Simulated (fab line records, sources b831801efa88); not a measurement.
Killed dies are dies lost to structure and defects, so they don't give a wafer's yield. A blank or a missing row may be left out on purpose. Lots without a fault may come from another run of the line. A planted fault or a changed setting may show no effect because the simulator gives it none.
Chamber matching | flow sky130 | SKY_SONOS_ONO_ETCH_15 on rie_diel-02: 4 sister chambers
The step etches the open film in CHF3/O2, target depth 19.52 nm, time 7.8 s. 4 wafers are shown with their chamber, then 7 later ones without.

WAFERS WITH THEIR CHAMBER
wafer  | chamber | oes_product_au (a.u.)
L089.1 | 1       | 0.982
L089.2 | 0       | 0.991
L089.4 | 2       | 1.036
L089.5 | 3       | 1.011

WAFERS WITHOUT THEIR CHAMBER
wafer  | oes_product_au (a.u.)
L089.6 | 1.034
L092.1 | 1.001
L092.3 | 1.016
L092.6 | 0.994
L094.3 | 0.974
L094.4 | 1.023
L094.6 | 0.984

WHICH CHAMBER EACH WENT THROUGH
wafer  | from the rows above          | in truth
L089.6 | 2                            | 2
L092.1 | can't be placed: 0 or 3 or 1 | 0
L092.3 | 3                            | 3
L092.6 | can't be placed: 0 or 1 or 3 | 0
L094.3 | can't be placed: 1 or 0      | 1
L094.4 | can't be placed: 3 or 2      | 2
L094.6 | can't be placed: 1 or 0      | 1
Placed correctly: 2 of 7. Can't be placed from these rows: 5 (the true chamber is among the candidates in 5). Placed wrongly: 0.
How it was worked out, from the rows above alone: a wafer's distance from a chamber is the root of the sum, over the readings, of the square of ((its reading less the chamber's mean) divided by the reading's scatter). The wafer belongs to the nearest chamber; if the next one is less than 2 further off, it can't be placed. A chamber's mean is the mean of its shown wafers. The scatter: with one shown wafer a chamber, the root of the mean of the squares of how far each hidden wafer lies from its nearest shown one.
